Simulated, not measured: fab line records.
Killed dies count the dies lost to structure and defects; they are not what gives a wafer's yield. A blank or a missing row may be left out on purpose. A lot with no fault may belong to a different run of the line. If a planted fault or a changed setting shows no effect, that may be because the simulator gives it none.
fab line records + flow sfq_line
record
- lots=7
- wafers=19
- last_day=85
route steps=325 shown M7@285 I7@296
lots with no fault: from the same line, run without faults
start_h: hours from the record's opening day to when the first of the lot's shown wafers began + wait_h: hours elapsed since this lot's preceding step + " identical to the entry in the row above + L1.1+2: one row covering several wafers at once + - no value, or no start was given + * or withheld: withheld + < > ~ a bound
route shown NAME@n: a module of which the file shows steps, and the number in the route of the first + usual: the fault-free wafers' mean and standard deviation + same: alike in all rows + chamber/n: place in a boat + sites: the reading at each site + _std_site: how widely they spread, as a standard deviation + _edge_site: outer sites' mean less inner sites' + radius_mm: for every site, how far away it sits from the centre of the wafer + mask NAME#n: copy n + behind: the tool/chamber that last shaped the wafer + hold: why the lot went on hold/how many hours it stayed there/how the hold came to an end + device: which transistor (n, p or np) failed to switch + end of line: the route-end tests of the same wafers + a step given without rows: its recipe and nothing more + killed: count of dies lost to structure and defects at first sort (not the wafer's yield) + map: a wafer's dies, marking killed ones x, the rest . and places with no die _
set.NAME: the setting as run; set.NAME@STEP: as run at that earlier step + model.NAME: the simulator's own value behind a step, which no gauge read
lots at selected steps of the route; one table per step, one row per wafer
services: a tool's chamber out of use, with start hour (start_h, from the record's first day; less than 0 if before it), hours out, and reason
## steps
# step SFQ_TRILAYER_M7_LITHO_COAT_182
# recipe
- resist=BARC
- spin_rpm=3000
- resist_thk_nm=62
# step SFQ_TRILAYER_M7_LITHO_COAT_177
# recipe
- resist=KrF
- spin_rpm=3000
- resist_thk_nm=600
# step SFQ_TRILAYER_M7_LITHO_SOFTBAKE_181
# recipe
- temp_c=withheld
- time_s=withheld
- resist=KrF
# step SFQ_TRILAYER_M7_LITHO_EXPOSE_178
# recipe
- mask_id=M7
- na=0.6
- source_shape=conventional
- sigma_outer=0.65
- target_cd_nm=500
- dose_mj=14.4
# step SFQ_TRILAYER_M7_LITHO_PEB_180
# recipe
- peb_temp_c=115
- peb_time_s=60
- resist=KrF
# step SFQ_TRILAYER_M7_LITHO_DEVELOP_179
# recipe
- time_s=60
- resist=KrF
# step SFQ_M7_OVL_MEAS_945
# usual
- M7_OVL=-4/5
| lot.wafer | tool       | chamber | start_h | wait_h | M7_OVL[nm] |
|-----------|------------|---------|---------|--------|------------|
| L405.4    | overlay-02 | -       | 1638.97 | 0.1    | 2          |
| L405.5    | "          | -       | "       | "      | -7         |
| L405.6    | "          | -       | "       | "      | -5         |
| L407.3    | overlay-02 | -       | 1648.36 | 0.1    | -4         |
| L407.5    | "          | -       | "       | "      | 0          |
| L407.6    | "          | -       | "       | "      | -1         |
| L412.2    | overlay-02 | -       | 1830.10 | 0.1    | 0          |
| L412.3    | "          | -       | "       | "      | -4         |
| L412.5    | "          | -       | "       | "      | -5         |
| L416.1    | overlay-02 | -       | 1849.30 | 0.1    | -2         |
| L416.5    | "          | -       | "       | "      | -4         |
| L416.6    | "          | -       | "       | "      | -6         |
| L423.5    | overlay-01 | -       | 1861.32 | 0.0    | 5          |
| L423.6    | "          | -       | "       | "      | -3         |
| L425.3    | overlay-01 | -       | 1864.91 | 0.1    | -5         |
| L425.4    | "          | -       | "       | "      | -3         |
| L425.6    | "          | -       | "       | "      | -7         |
| L426.5    | overlay-01 | -       | 1867.32 | 0.0    | 1          |
| L426.6    | "          | -       | "       | "      | 3          |
# step SFQ_TRILAYER_M7_BARC_OPEN_METAL_ETCH_229
# recipe
- mask_material=PR
- chemistry=O2
- target_depth_nm=125
- target=BARC
- icp_w=600
- bias_w=80
- pressure_mtorr=10
- time_s=41.7
# usual
- drypump_motor_current_A=5.66/0.25
- oes_product_au=0.684/0.0045
| lot.wafer | tool         | chamber | start_h | wait_h | drypump_motor_current_A | oes_product_au | rf_hours_counter_h |
|-----------|--------------|---------|---------|--------|-------------------------|----------------|--------------------|
| L405.4    | rie_metal-02 | 1       | 1639.01 | 0.0    | 6.22                    | 0.689          | -                  |
| L405.5    | "            | 0       | "       | "      | 5.44                    | 0.683          | -                  |
| L405.6    | "            | 1       | "       | "      | 6.21                    | 0.686          | -                  |
| L407.3    | rie_metal-04 | 1       | 1648.40 | 0.0    | 5.55                    | 0.681          | -                  |
| L407.5    | "            | 1       | "       | "      | 5.55                    | 0.681          | -                  |
| L407.6    | "            | 0       | "       | "      | 5.64                    | 0.685          | -                  |
| L412.2    | rie_metal-04 | 1       | 1830.13 | 0.0    | 5.55                    | 0.683          | 97                 |
| L412.3    | "            | 0       | "       | "      | 5.69                    | 0.682          | -                  |
| L412.5    | "            | 1       | "       | "      | 5.56                    | 0.688          | -                  |
| L416.1    | rie_metal-04 | 0       | 1849.33 | 0.0    | 5.71                    | 0.692          | 72                 |
| L416.5    | "            | 0       | "       | "      | 5.69                    | 0.688          | -                  |
| L416.6    | "            | 1       | "       | "      | 5.55                    | 0.686          | -                  |
| L423.5    | rie_metal-04 | 0       | 1861.37 | 0.0    | 5.68                    | 0.679          | -                  |
| L423.6    | "            | 1       | "       | "      | 5.55                    | 0.681          | -                  |
| L425.3    | rie_metal-02 | 0       | 1864.95 | 0.0    | 5.43                    | 0.685          | -                  |
| L425.4    | "            | 1       | "       | "      | 6.21                    | 0.688          | -                  |
| L425.6    | "            | 0       | "       | "      | 5.44                    | 0.686          | -                  |
| L426.5    | rie_metal-02 | 0       | 1867.37 | 0.0    | 5.45                    | 0.696          | -                  |
| L426.6    | "            | 1       | "       | "      | 6.21                    | 0.686          | -                  |
# step SFQ_TRILAYER_M7_ETCH_METAL_ETCH_180
# recipe
- target=Nb
- stop_on=SiO2
- mask_material=PR
- chemistry=Cl2/Ar
- target_depth_nm=240
- icp_w=600
- bias_w=80
- pressure_mtorr=10
- time_s=120
# step SFQ_TRILAYER_M7_STRIP_STRIP_181
# recipe
- gas=O2
- power_w=200
- platen_temp_c=40
- overash_fraction=0.65
- chemistry=O2
- pressure_mtorr=50
# usual
- drypump_motor_current_A=5.66/0.25
- oes_product_au=0.997/0.014
| lot.wafer | tool         | chamber | start_h | wait_h | drypump_motor_current_A | oes_product_au | rf_hours_counter_h |
|-----------|--------------|---------|---------|--------|-------------------------|----------------|--------------------|
| L405.4    | rie_metal-02 | 1       | 1639.38 | 0.2    | 6.22                    | 1.019          | -                  |
| L405.5    | "            | 0       | "       | "      | 5.45                    | 1.021          | -                  |
| L405.6    | "            | 1       | "       | "      | 6.20                    | 1.016          | -                  |
| L407.3    | rie_metal-04 | 1       | 1648.77 | 0.2    | 5.55                    | 0.990          | -                  |
| L407.5    | "            | 1       | "       | "      | 5.58                    | 0.990          | -                  |
| L407.6    | "            | 0       | "       | "      | 5.70                    | 0.979          | -                  |
| L412.2    | rie_metal-04 | 1       | 1830.32 | 0.1    | 5.56                    | 0.995          | 97                 |
| L412.3    | "            | 0       | "       | "      | 5.70                    | 0.980          | -                  |
| L412.5    | "            | 1       | "       | "      | 5.56                    | 1.003          | -                  |
| L416.1    | rie_metal-04 | 0       | 1849.52 | 0.1    | 5.74                    | 0.984          | 73                 |
| L416.5    | "            | 0       | "       | "      | 5.71                    | 0.976          | -                  |
| L416.6    | "            | 1       | "       | "      | 5.57                    | 0.994          | -                  |
| L423.5    | rie_metal-04 | 0       | 1861.92 | 0.4    | 5.70                    | 0.979          | -                  |
| L423.6    | "            | 1       | "       | "      | 5.55                    | 0.985          | -                  |
| L425.3    | rie_metal-02 | 0       | 1865.32 | 0.2    | 5.44                    | 1.011          | -                  |
| L425.4    | "            | 1       | "       | "      | 6.20                    | 1.015          | -                  |
| L425.6    | "            | 0       | "       | "      | 5.43                    | 1.003          | -                  |
| L426.5    | rie_metal-02 | 0       | 1867.92 | 0.4    | 5.45                    | 0.998          | -                  |
| L426.6    | "            | 1       | "       | "      | 6.22                    | 1.016          | -                  |
# step SFQ_TRILAYER_M7_STRIP_SOLV_CLEAN_182
# recipe
- chemistry=NMP
- temp_c=70
- time_s=600
# step SFQ_TRILAYER_I7_DEP_PECVD_183
# recipe
- material=SiO2
- temp_c=150
- time_s=111.11
- pressure_torr=2.4
- rf_w=183.3
- precursor=SiH4/N2O
- target_thk_nm=500
# usual
- heater_power_w=84/22
- throttle_valve_pct=24.9/1
| lot.wafer | tool     | chamber | start_h | wait_h | heater_power_w | since_wet_clean_h | throttle_valve_pct |
|-----------|----------|---------|---------|--------|----------------|-------------------|--------------------|
| L405.4    | pecvd-02 | 1       | 1639.99 | 0.0    | 88             | -                 | 24.7               |
| L405.5    | "        | 0       | "       | "      | 77             | -                 | 25.6               |
| L405.6    | "        | 2       | "       | "      | 110            | -                 | 24.3               |
| L407.3    | pecvd-02 | 1       | 1649.34 | 0.0    | 79             | 1441              | 24.7               |
| L407.5    | "        | 1       | "       | "      | 83             | -                 | 24.4               |
| L407.6    | "        | 2       | "       | "      | 93             | -                 | 24.6               |
| L412.2    | pecvd-01 | 2       | 1831.11 | 0.0    | 85             | 884               | 26.5               |
| L412.3    | "        | 0       | "       | "      | 50             | 884               | 25.0               |
| L412.5    | "        | 0       | "       | "      | 53             | -                 | 25.4               |
| L416.1    | pecvd-01 | 1       | 1850.29 | 0.0    | 110            | 903               | 25.1               |
| L416.5    | "        | 0       | "       | "      | 59             | -                 | 25.4               |
| L416.6    | "        | 2       | "       | "      | 91             | -                 | 26.6               |
| L423.5    | pecvd-03 | 1       | 1862.33 | 0.0    | 54             | -                 | 25.0               |
| L423.6    | "        | 0       | "       | "      | 105            | -                 | 25.0               |
| L425.3    | pecvd-02 | 1       | 1865.89 | 0.0    | 87             | 163               | 22.3               |
| L425.4    | "        | 0       | "       | "      | 57             | -                 | 23.6               |
| L425.6    | "        | 1       | "       | "      | 90             | -                 | 22.3               |
| L426.5    | pecvd-01 | 0       | 1868.33 | 0.0    | 47             | -                 | 25.2               |
| L426.6    | "        | 2       | "       | "      | 88             | -                 | 26.6               |
# step SFQ_TRILAYER_I7_CMP_CMP_184
# recipe
- material=SiO2
- down_force_psi=3
- platen_rpm=60
- pad_velocity_m_s=0.94248
# usual
- motor_current_A=10.0/0.58
- time_to_endpoint_s=212/9
| lot.wafer | tool   | chamber | start_h | wait_h | motor_current_A | time_to_endpoint_s | model.SiO2_of_TRILAYER_I7_DEP_PECVD_183.thk_nm |
|-----------|--------|---------|---------|--------|-----------------|--------------------|------------------------------------------------|
| L405.4    | cmp-01 | 1       | 1642.69 | 2.7    | 10.0            | 241                | 203.6                                          |
| L405.5    | "      | 2       | "       | "      | 10.6            | 226                | 200.8                                          |
| L405.6    | "      | 3       | "       | "      | 9.3             | 209                | 200.4                                          |
| L407.3    | cmp-01 | 2       | 1649.92 | 0.5    | 10.6            | 209                | 200.4                                          |
| L407.6    | "      | 1       | 1651.42 | 2.0    | 10.2            | 225                | 203.2                                          |
| L407.5    | "      | 2       | "       | "      | 10.6            | 220                | 200.5                                          |
| L412.2    | cmp-01 | 0       | 1834.16 | 3.0    | 10.8            | 198                | 200.1                                          |
| L412.3    | "      | 1       | "       | "      | 9.6             | 223                | 202.5                                          |
| L412.5    | "      | 0       | 1836.16 | 5.0    | 10.8            | 216                | 199.6                                          |
| L416.1    | cmp-02 | 3       | 1853.95 | 3.6    | 8.9             | 194                | 199.7                                          |
| L416.5    | "      | 2       | 1855.45 | 5.1    | 10.4            | 220                | 201                                            |
| L416.6    | "      | 3       | "       | "      | 9.5             | 207                | 199.2                                          |
| L423.6    | cmp-02 | 1       | 1876.45 | 14.1   | 9.9             | 212                | 198.8                                          |
| L423.5    | "      | 2       | "       | "      | 10.5            | 216                | 221.8                                          |
| L425.4    | cmp-02 | 1       | 1880.45 | 14.5   | 9.6             | 210                | 198.6                                          |
| L425.3    | "      | 2       | "       | "      | 10.9            | 199                | 219.4                                          |
| L425.6    | "      | 2       | 1882.95 | 17.0   | 10.3            | 215                | 200.3                                          |
| L426.6    | cmp-02 | 1       | 1885.45 | 17.1   | 10.2            | 203                | 198.8                                          |
| L426.5    | "      | 2       | "       | "      | 10.6            | 201                | 220.9                                          |
# step SFQ_I7_BOW_MEAS_946
# recipe
- mode=bow
# usual
- I7_BOW=4/11
| lot.wafer | tool          | chamber | start_h | wait_h | I7_BOW[um] |
|-----------|---------------|---------|---------|--------|------------|
| L405.4    | film_metro-01 | -       | 1644.25 | 1.1    | -3         |
| L405.5    | "             | -       | "       | "      | -7         |
| L405.6    | "             | -       | "       | "      | -7         |
| L407.3    | film_metro-02 | -       | 1652.46 | 2.0    | -3         |
| L407.5    | "             | -       | "       | "      | -5         |
| L407.6    | "             | -       | "       | "      | -8         |
| L412.2    | film_metro-03 | -       | 1837.18 | 2.5    | 3          |
| L412.3    | "             | -       | "       | "      | -1         |
| L412.5    | "             | -       | "       | "      | -2         |
| L416.1    | film_metro-02 | -       | 1856.45 | 2.0    | -8         |
| L416.5    | "             | -       | "       | "      | 7          |
| L416.6    | "             | -       | "       | "      | -2         |
| L423.5    | film_metro-03 | -       | 1877.53 | 0.1    | -8         |
| L423.6    | "             | -       | "       | "      | -7         |
| L425.3    | film_metro-03 | -       | 1883.49 | 2.0    | 26         |
| L425.4    | "             | -       | "       | "      | 38         |
| L425.6    | "             | -       | "       | "      | 25         |
| L426.5    | film_metro-01 | -       | 1886.53 | 0.1    | -2         |
| L426.6    | "             | -       | "       | "      | 5          |
# step SFQ_TRILAYER_I7_METRO_MEASURE_185
# usual
- thk_nm=199.8/1.4
| lot.wafer | tool          | chamber | start_h | wait_h | thk_nm |
|-----------|---------------|---------|---------|--------|--------|
| L405.4    | film_metro-01 | -       | 1644.91 | 0.6    | 203.6  |
| L405.5    | "             | -       | "       | "      | 200.9  |
| L405.6    | "             | -       | "       | "      | 200.4  |
| L407.3    | film_metro-02 | -       | 1652.94 | 0.5    | 200.2  |
| L407.5    | "             | -       | "       | "      | 200.5  |
| L407.6    | "             | -       | "       | "      | 203.0  |
| L412.2    | film_metro-03 | -       | 1837.48 | 0.3    | 200.0  |
| L412.3    | "             | -       | "       | "      | 202.5  |
| L412.5    | "             | -       | "       | "      | 199.6  |
| L416.1    | film_metro-02 | -       | 1856.57 | 0.1    | 199.6  |
| L416.5    | "             | -       | "       | "      | 201.2  |
| L416.6    | "             | -       | "       | "      | 199.3  |
| L423.5    | film_metro-03 | -       | 1878.37 | 0.8    | 221.9  |
| L423.6    | "             | -       | "       | "      | 198.8  |
| L425.3    | film_metro-03 | -       | 1883.97 | 0.5    | 219.3  |
| L425.4    | "             | -       | "       | "      | 198.6  |
| L425.6    | "             | -       | "       | "      | 200.3  |
| L426.5    | film_metro-01 | -       | 1887.37 | 0.8    | 221.2  |
| L426.6    | "             | -       | "       | "      | 198.8  |
# step SFQ_TRILAYER_I7_VIA_LITHO_COAT_192
# recipe
- resist=BARC
- spin_rpm=3000
- resist_thk_nm=62
# step SFQ_TRILAYER_I7_VIA_LITHO_COAT_187
# recipe
- resist=KrF
- spin_rpm=3000
- resist_thk_nm=650
# step SFQ_TRILAYER_I7_VIA_LITHO_SOFTBAKE_191
# recipe
- temp_c=withheld
- time_s=withheld
- resist=KrF
# step SFQ_TRILAYER_I7_VIA_LITHO_EXPOSE_188
# recipe
- mask_id=I7
- na=0.6
- source_shape=conventional
- sigma_outer=0.65
- target_cd_nm=1000
- dose_mj=21.3
# step SFQ_TRILAYER_I7_VIA_LITHO_PEB_190
# recipe
- peb_temp_c=115
- peb_time_s=60
- resist=KrF
# step SFQ_TRILAYER_I7_VIA_LITHO_DEVELOP_189
# recipe
- time_s=60
- resist=KrF
# step SFQ_I7_OVL_MEAS_947
# usual
- I7_OVL=-2/4.8
| lot.wafer | tool       | chamber | start_h | wait_h | I7_OVL[nm] |
|-----------|------------|---------|---------|--------|------------|
| L405.4    | overlay-02 | -       | 1750.72 | 0.1    | -7         |
| L405.5    | "          | -       | "       | "      | -10        |
| L405.6    | "          | -       | "       | "      | -9         |
| L407.3    | overlay-02 | -       | 1757.91 | 0.1    | -2         |
| L407.5    | "          | -       | "       | "      | 6          |
| L407.6    | "          | -       | "       | "      | 3          |
| L412.2    | overlay-02 | -       | 1902.50 | 0.1    | -1         |
| L412.3    | "          | -       | "       | "      | -1         |
| L412.5    | "          | -       | "       | "      | 4          |
| L416.1    | overlay-01 | -       | 1926.49 | 0.1    | 9          |
| L416.5    | "          | -       | "       | "      | 4          |
| L416.6    | "          | -       | "       | "      | 9          |
| L423.5    | overlay-02 | -       | 1961.33 | 0.0    | -7         |
| L423.6    | "          | -       | "       | "      | -3         |
| L425.3    | overlay-01 | -       | 1972.11 | 0.1    | -10        |
| L425.4    | "          | -       | "       | "      | -9         |
| L425.6    | "          | -       | "       | "      | 2          |
| L426.5    | overlay-01 | -       | 1975.93 | 0.0    | 9          |
| L426.6    | "          | -       | "       | "      | -1         |
# step SFQ_TRILAYER_I7_VIA_BARC_OPEN_VIA_ETCH_260
# recipe
- mask_material=PR
- chemistry=O2
- target_depth_nm=125
- target=BARC
- source_w=500
- bias_w=80
- pressure_mtorr=30
- time_s=41.7
# usual
- drypump_motor_current_A=5.5/0.4
- oes_product_au=0.684/0.005
| lot.wafer | tool        | chamber | start_h | wait_h | drypump_motor_current_A | oes_product_au | rf_hours_counter_h |
|-----------|-------------|---------|---------|--------|-------------------------|----------------|--------------------|
| L405.4    | rie_diel-04 | 2       | 1750.74 | 0.0    | 5.3                     | 0.680          | 1                  |
| L405.5    | "           | 3       | "       | "      | 5.4                     | 0.683          | -                  |
| L405.6    | "           | 2       | "       | "      | 5.2                     | 0.679          | -                  |
| L407.3    | rie_diel-04 | 0       | 1757.94 | 0.0    | 5.8                     | 0.676          | 17                 |
| L407.5    | "           | 3       | "       | "      | 5.4                     | 0.689          | -                  |
| L407.6    | "           | 2       | "       | "      | 5.2                     | 0.686          | -                  |
| L412.2    | rie_diel-03 | 1       | 1902.53 | 0.0    | 4.8                     | 0.685          | 11                 |
| L412.3    | "           | 2       | "       | "      | 6.1                     | 0.683          | 8                  |
| L412.5    | "           | 1       | "       | "      | 4.8                     | 0.694          | -                  |
| L416.1    | rie_diel-03 | 3       | 1926.53 | 0.0    | 5.1                     | 0.688          | 16                 |
| L416.5    | "           | 3       | "       | "      | 5.1                     | 0.677          | -                  |
| L416.6    | "           | 2       | "       | "      | 6.1                     | 0.682          | -                  |
| L423.5    | rie_diel-03 | 1       | 1961.36 | 0.0    | 4.8                     | 0.684          | -                  |
| L423.6    | "           | 0       | "       | "      | 5.8                     | 0.684          | -                  |
| L425.3    | rie_diel-02 | 0       | 1972.14 | 0.0    | 5.5                     | 0.674          | 6                  |
| L425.4    | "           | 2       | "       | "      | 5.6                     | 0.690          | 1                  |
| L425.6    | "           | 1       | "       | "      | 5.8                     | 0.685          | -                  |
| L426.5    | rie_diel-03 | 2       | 1975.96 | 0.0    | 6.1                     | 0.689          | -                  |
| L426.6    | "           | 3       | "       | "      | 5.1                     | 0.687          | -                  |
# step SFQ_TRILAYER_I7_VIA_ETCH_VIA_ETCH_190
# recipe
- target=SiO2
- stop_on=Nb
- mask_material=PR
- taper_deg=20
- chemistry=CHF3
- target_depth_nm=260
- source_w=500
- bias_w=80
- pressure_mtorr=30
- time_s=withheld
# usual
- drypump_motor_current_A=5.5/0.4
- oes_product_au=0.854/0.0059
| lot.wafer | tool        | chamber | start_h | wait_h | drypump_motor_current_A | oes_product_au | model.etch.depth_nm | model.I7.feature_depth_nm |
|-----------|-------------|---------|---------|--------|-------------------------|----------------|---------------------|---------------------------|
| L405.4    | rie_diel-04 | 2       | 1750.78 | 0.0    | 5.2                     | 0.862          | 203.6               | 203.6                     |
| L405.5    | "           | 3       | "       | "      | 5.4                     | 0.856          | 200.8               | 200.8                     |
| L405.6    | "           | 2       | "       | "      | 5.2                     | 0.860          | 200.4               | 200.4                     |
| L407.3    | rie_diel-04 | 0       | 1757.98 | 0.0    | 5.8                     | 0.851          | 200.4               | 200.4                     |
| L407.5    | "           | 3       | "       | "      | 5.4                     | 0.855          | 200.5               | 200.5                     |
| L407.6    | "           | 2       | "       | "      | 5.2                     | 0.864          | 203.2               | 203.2                     |
| L412.2    | rie_diel-03 | 1       | 1902.57 | 0.0    | 4.8                     | 0.859          | 200.1               | 200.1                     |
| L412.3    | "           | 2       | "       | "      | 6.1                     | 0.863          | 202.5               | 202.5                     |
| L412.5    | "           | 1       | "       | "      | 4.8                     | 0.850          | 199.6               | 199.6                     |
| L416.1    | rie_diel-03 | 3       | 1926.57 | 0.0    | 5.1                     | 0.847          | 199.7               | 199.7                     |
| L416.5    | "           | 3       | "       | "      | 5.1                     | 0.857          | 201                 | 201                       |
| L416.6    | "           | 2       | "       | "      | 6.1                     | 0.847          | 199.2               | 199.2                     |
| L423.5    | rie_diel-03 | 1       | 1961.43 | 0.1    | 4.8                     | 0.914          | 221.8               | 221.8                     |
| L423.6    | "           | 0       | "       | "      | 5.9                     | 0.853          | 198.8               | 198.8                     |
| L425.3    | rie_diel-02 | 0       | 1972.18 | 0.0    | 5.5                     | 0.903          | 219.4               | 219.4                     |
| L425.4    | "           | 2       | "       | "      | 5.5                     | 0.856          | 198.6               | 198.6                     |
| L425.6    | "           | 1       | "       | "      | 5.8                     | 0.851          | 200.3               | 200.3                     |
| L426.5    | rie_diel-03 | 2       | 1976.04 | 0.1    | 6.1                     | 0.898          | 220.9               | 220.9                     |
| L426.6    | "           | 3       | "       | "      | 5.1                     | 0.847          | 198.8               | 198.8                     |
# step SFQ_TRILAYER_I7_VIA_STRIP_STRIP_191
# recipe
- gas=O2
- power_w=200
- platen_temp_c=40
- overash_fraction=0.65
- chemistry=O2
- pressure_mtorr=50
# usual
- drypump_motor_current_A=6.1/0.41
- oes_product_au=0.998/0.011
| lot.wafer | tool         | chamber | start_h | wait_h | drypump_motor_current_A | oes_product_au | rf_hours_counter_h |
|-----------|--------------|---------|---------|--------|-------------------------|----------------|--------------------|
| L405.4    | rie_metal-04 | 1       | 1751.09 | -      | 5.6                     | 1.006          | -                  |
| L405.5    | "            | 1       | "       | "      | 5.6                     | 1.006          | -                  |
| L405.6    | "            | 0       | "       | "      | 5.7                     | 0.975          | -                  |
| L407.3    | rie_metal-03 | 0       | 1758.29 | -      | 6.2                     | 1.004          | -                  |
| L407.5    | "            | 0       | "       | "      | 6.2                     | 1.002          | -                  |
| L407.6    | "            | 1       | "       | "      | 6.6                     | 1.013          | -                  |
| L412.2    | rie_metal-02 | 0       | 1902.68 | -      | 5.4                     | 1.008          | 10                 |
| L412.3    | "            | 0       | "       | "      | 5.4                     | 1.010          | -                  |
| L412.5    | "            | 0       | "       | "      | 5.4                     | 1.008          | -                  |
| L416.1    | rie_metal-03 | 1       | 1926.68 | -      | 6.6                     | 0.997          | 34                 |
| L416.5    | "            | 1       | "       | "      | 6.6                     | 0.993          | -                  |
| L416.6    | "            | 0       | "       | "      | 6.2                     | 0.983          | -                  |
| L423.5    | rie_metal-04 | 0       | 1961.89 | -      | 5.7                     | 0.981          | -                  |
| L423.6    | "            | 1       | "       | "      | 5.5                     | 1.009          | -                  |
| L425.3    | rie_metal-03 | 0       | 1972.49 | -      | 6.2                     | 1.007          | -                  |
| L425.4    | "            | 1       | "       | "      | 6.6                     | 1.009          | -                  |
| L425.6    | "            | 0       | "       | "      | 6.2                     | 1.009          | -                  |
| L426.5    | rie_metal-03 | 1       | 1976.50 | -      | 6.5                     | 0.996          | -                  |
| L426.6    | "            | 0       | "       | "      | 6.2                     | 0.985          | -                  |
## services
| tool         | chamber | start_h | hours | kind   |
|--------------|---------|---------|-------|--------|
| rie_diel-03  | 3       | 1633.54 | 8.1   | repair |
| rie_metal-03 | -       | 1641.04 | 2.8   | pm     |
| rie_diel-04  | 3       | 1650.28 | 5.5   | repair |
| rie_diel-04  | 1       | 1650.32 | 5.3   | repair |
| rie_diel-03  | -       | 1664.08 | 0.5   | repair |
| rie_diel-03  | -       | 1680.26 | 2.8   | pm     |
| rie_metal-04 | -       | 1702.26 | 0.6   | repair |
| rie_metal-02 | 1       | 1702.96 | 3.2   | repair |
| rie_metal-04 | 1       | 1703.46 | 21.6  | repair |
| rie_metal-04 | -       | 1724.32 | 2.8   | pm     |
| rie_metal-02 | -       | 1750.33 | 0.9   | repair |
| rie_metal-04 | -       | 1781.05 | 1.9   | repair |
| rie_diel-04  | 1       | 1785.80 | 2.3   | repair |
| rie_metal-02 | 1       | 1786.41 | 3.2   | repair |
| rie_metal-04 | -       | 1788.67 | 4.2   | repair |
| rie_diel-04  | -       | 1800.47 | 0.9   | repair |
| rie_diel-03  | 1       | 1819.70 | 4.9   | repair |
| rie_diel-04  | 2       | 1833.23 | 2.7   | repair |
| rie_diel-03  | 3       | 1839.68 | 7.5   | repair |
| rie_diel-03  | 3       | 1851.60 | 1.2   | repair |
| rie_diel-03  | -       | 1858.78 | 0.1   | repair |
| rie_diel-03  | 3       | 1878.19 | 4.3   | repair |
| rie_diel-04  | 0       | 1900.90 | 2.4   | repair |
| rie_diel-04  | 2       | 1906.62 | 4.0   | repair |
## key
first_sign
- step=SFQ_TRILAYER_I7_METRO_MEASURE_185
- reading=thk_nm
- direction=up
- sigmas=15
- usual=199.8
- struck=220.8
effect
- step=SFQ_TRILAYER_I7_VIA_ETCH_VIA_ETCH_190
- reading=oes_product_au
- direction=up
- sigmas=8.6
- usual=0.854
- struck=0.905
model_effect
- step=SFQ_TRILAYER_I7_CMP_CMP_184
- value=SiO2_of_TRILAYER_I7_DEP_PECVD_183.thk_nm
- without=200.7
- struck=220.7
model_effect
- step=SFQ_TRILAYER_I7_VIA_ETCH_VIA_ETCH_190
- value=etch.depth_nm
- without=200.7
- struck=220.7
met_at SFQ_TRILAYER_I7_CMP_CMP_184
struck_wafers L423.5,L425.3,L426.5
onset_between 1853.95 1876.45
fault
- kind=process_parameter_drift
- tool=cmp-02
- chamber=-
- onset_h=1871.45
- steps=SFQ_TRILAYER_I7_CMP_CMP_184
- channel=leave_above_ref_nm
- offset=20
- shape=step
- end_h=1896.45
- scope=struck_wafers_only
- acts_in=these_recipes_only
- stated=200
